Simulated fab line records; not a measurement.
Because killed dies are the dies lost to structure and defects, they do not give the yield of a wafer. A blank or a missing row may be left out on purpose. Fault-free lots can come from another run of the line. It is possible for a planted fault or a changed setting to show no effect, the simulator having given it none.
Which of the tools did it?	flow gf180mcu	24 lots with 72 wafers sampled at 3 steps, on a route of 602 steps

== WHAT THE GAUGES READ, wafer by wafer ==
GF_V1_RS_MEAS_24: measures by four-point-probe. Usual: V1_W_RS typically reads 0.329 ohm/sq, with standard deviation 0.0042.
lot	measured	on	V1_W_RS (ohm/sq)	flag
L074	day 17 21:15	film_metro-04	0.323 0.330 0.325	
L075	day 18 11:58	film_metro-04	0.323 0.327 0.320	
L076	day 18 22:44	film_metro-04	0.331 0.331 0.328	
L077	day 19 01:58	film_metro-04	0.335 0.333 0.331	
L078	day 19 18:37	film_metro-04	0.332 0.328 0.330	
L079	day 20 00:59	film_metro-04	0.333 0.332 0.328	
L080	day 20 04:43	film_metro-02	0.329 0.324 0.332	
L081	day 21 02:47	film_metro-02	0.333 0.329 0.325	
L082	day 21 04:19	film_metro-01	0.331 0.334 0.327	
L083	day 21 11:01	film_metro-04	0.330 0.332 0.334	
L084	day 22 00:37	film_metro-04	0.328 0.332 0.333	
L085	day 22 09:50	film_metro-01	0.325 0.325 0.330	
L086	day 22 18:15	film_metro-04	0.332 0.337 0.330	
L087	day 23 02:11	film_metro-04	0.321 0.330 0.333	
L088	day 23 13:29	film_metro-01	0.334 0.324 0.324	
L089	day 23 21:14	film_metro-02	0.330 0.331 0.337	
L090	day 24 01:10	film_metro-04	0.320 0.325 0.320	
L091	day 24 10:35	film_metro-02	0.333 0.329 0.328	
L092	day 24 17:52	film_metro-01	0.323 0.327 0.325	
L093	day 24 23:39	film_metro-04	0.326 0.328 0.337	
L094	day 25 05:16	film_metro-04	0.326 0.332 0.332	
L095	day 25 15:19	film_metro-02	0.323 0.327 0.325	
L096	day 26 00:29	film_metro-02	0.331 0.331 0.326	
L097	day 26 06:55	film_metro-04	0.329 0.331 0.335	

GF_V3_BOW_MEAS_05. Usual: V3_BOW typically reads 115 um, with standard deviation 8.8.
lot	measured	on	V3_BOW (um)	flag
L074	day 21 01:50	film_metro-02	113 119 126	
L075	day 21 17:37	film_metro-01	112 115 121	
L076	day 22 02:56	film_metro-04	114 128 123	
L077	day 22 07:21	film_metro-02	123 126 130	
L078	day 22 23:21	film_metro-04	107 97 104	
L079	day 23 06:23	film_metro-02	112 98 97	
L080	day 23 10:28	film_metro-01	117 124 122	
L081	day 24 07:34	film_metro-01	112 104 127	
L082	day 24 07:40	film_metro-04	112 123 105	
L083	day 24 12:29	film_metro-01	117 128 121	
L084	day 25 04:27	film_metro-04	109 106 103	
L085	day 25 10:50	film_metro-04	107 111 117	
L086	day 25 18:18	film_metro-02	116 106 115	
L087	day 26 01:25	film_metro-02	106 112 105	
L088	day 26 11:28	film_metro-02	110 110 105	
L089	day 26 18:48	film_metro-04	130 120 109	
L090	day 26 22:17	film_metro-02	124 131 116	
L091	day 27 07:05	film_metro-04	125 110 129	
L092	day 27 12:37	film_metro-02	112 119 118	
L093	day 27 18:14	film_metro-02	131 132 127	
L094	day 27 23:43	film_metro-04	122 130 129	
L095	day 28 09:07	film_metro-02	111 109 116	
L096	day 28 17:34	film_metro-04	101 100 114	
L097	day 28 23:23	film_metro-01	111 120 104	

GF_V3_RS_MEAS_24: measures by four-point-probe. Usual: V3_W_RS typically reads 0.326 ohm/sq, with standard deviation 0.0038.
lot	measured	on	V3_W_RS (ohm/sq)	flag
L074	day 22 02:52	film_metro-02	0.328 0.322 0.329	
L075	day 22 18:31	film_metro-02	0.326 0.327 0.329	
L076	day 23 03:59	film_metro-01	0.332 0.333 0.331	
L077	day 23 08:25	film_metro-04	0.327 0.330 0.327	
L078	day 24 00:11	film_metro-01	0.319 0.325 0.324	
L079	day 24 06:24	film_metro-01	0.321 0.331 0.329	
L080	day 24 10:46	film_metro-02	0.325 0.325 0.324	
L081	day 25 06:38	film_metro-01	0.318 0.329 0.318	
L082	day 25 07:19	film_metro-04	0.323 0.323 0.323	
L083	day 25 11:34	film_metro-02	0.323 0.324 0.330	
L084	day 26 02:16	film_metro-04	0.330 0.326 0.328	
L085	day 26 09:07	film_metro-02	0.319 0.320 0.320	
L086	day 26 16:13	film_metro-04	0.323 0.323 0.326	
L087	day 26 22:46	film_metro-01	0.328 0.322 0.324	
L088	day 27 08:31	film_metro-04	0.324 0.327 0.327	
L089	day 27 15:31	film_metro-04	0.322 0.330 0.326	
L090	day 27 19:23	film_metro-04	0.328 0.328 0.326	
L091	day 28 04:14	film_metro-04	0.330 0.319 0.326	
L092	day 28 09:11	film_metro-01	0.326 0.327 0.321	
L093	day 28 15:31	film_metro-01	0.339 0.328 0.332	
L094	day 28 20:49	film_metro-04	0.323 0.327 0.326	
L095	day 29 05:25	film_metro-01	0.327 0.328 0.330	
L096	day 29 13:55	film_metro-04	0.328 0.323 0.331	
L097	day 29 19:20	film_metro-01	0.334 0.329 0.330	

== WHAT TOOL EACH LOT RAN ON (gives the tool, then ch and the chambers of the sampled wafers, and finally the start) ==
There is no process step in the record ahead of these readings.

== AS READ BY THE TOOLS THEMSELVES (means over the sampled wafers that have a number; for cases with no such wafer, the mark the record gives instead) ==
The record holds no such reading with a usual standard deviation.

== THE ANSWER, worked out from the rows above alone ==
Rule: lot off if the mean of its wafers having a number is beyond 3 standard deviations from the usual mean. A lot without any number at a reading at which 4 lots or more have one is off too. Where the step has rows for the other lots, those lots are counted as sound. First the gauges in route order, then the tools' own readings, where a lot's mean is used as printed above. The first step at which some lot is off is used, and at that step the reading that is off furthest; a lot without a number counts as furthest.
Across all readings shown, no lot is off: no conclusion can be drawn from this.

== WHAT HAD BEEN PUT IN BY THE SIMULATOR ==
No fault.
